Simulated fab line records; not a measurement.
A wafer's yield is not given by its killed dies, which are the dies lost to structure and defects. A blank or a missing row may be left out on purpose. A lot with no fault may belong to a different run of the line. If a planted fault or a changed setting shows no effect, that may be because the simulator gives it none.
Which of the tools did it? + flow gf180mcu + 12 lots (36 wafers sampled), 1 step of a 602-step route

## WHAT THE GAUGES SHOWED, per wafer
GF_STI_THK_MEAS_02.
| lot  | measured    | on            | STI_OXIDATION_THK (nm) |
|------|-------------|---------------|------------------------|
| L303 | day 1 16:02 | film metro-03 | 9.95 10.05 9.86        |
| L304 | day 1 18:40 | film metro-03 | 9.71 9.65 9.59         |
| L307 | day 2 07:31 | film metro-04 | 9.92 9.80 9.95         |
| L308 | day 2 12:54 | film metro-04 | 9.94 10.10 10.03       |
| L309 | day 2 17:31 | film metro-04 | 9.83 9.91 9.81         |
| L318 | day 4 14:36 | film metro-03 | 9.59 9.50 9.55         |
| L320 | day 5 01:30 | film metro-01 | 10.10 10.22 10.12      |
| L321 | day 5 06:17 | film metro-04 | 10.03 9.82 10.13       |
| L323 | day 5 21:16 | film metro-04 | 9.87 9.67 9.80         |
| L324 | day 5 21:16 | film metro-01 | 9.62 9.64 9.79         |
| L325 | day 6 05:15 | film metro-01 | 9.45 9.46 9.37         |
| L326 | day 6 10:43 | film metro-01 | 10.11 10.17 10.08      |

## WHICH TOOL RAN EACH LOT (tool, then ch and the chambers of the sampled wafers, then the start)
The record shows no process step preceding these readings.

## AS READ BY THE TOOLS THEMSELVES (means over the sampled wafers that have a number; for cases with no such wafer, the mark the record gives instead)
The record holds no such reading with a usual standard deviation.

## THE ANSWER, worked out from the rows above alone
Rule: usual is defined by the lots themselves. The widest of any qualifying gaps counts: lots, ordered by their means at a reading, are off when they make up no more than a third of the lots, leave a main group of 4 or more, and stand apart from it by 3 or more times the standard deviation of that group's means. A main group is skipped when, at the precision printed for the reading in the tables above, its means are all equal. A lot without any number at a reading at which 4 lots or more have one is off too. All remaining lots with rows at the step are treated as sound. After the gauges, taken in route order, come the tools' own readings; for these a lot's mean is taken, as printed above. The first step at which some lot is off is used, and at that step the reading that is off furthest; a lot without a number counts as furthest.
None of the lots is off at any reading shown; this tells nothing.

## WHAT THE SIMULATOR HAD INSERTED
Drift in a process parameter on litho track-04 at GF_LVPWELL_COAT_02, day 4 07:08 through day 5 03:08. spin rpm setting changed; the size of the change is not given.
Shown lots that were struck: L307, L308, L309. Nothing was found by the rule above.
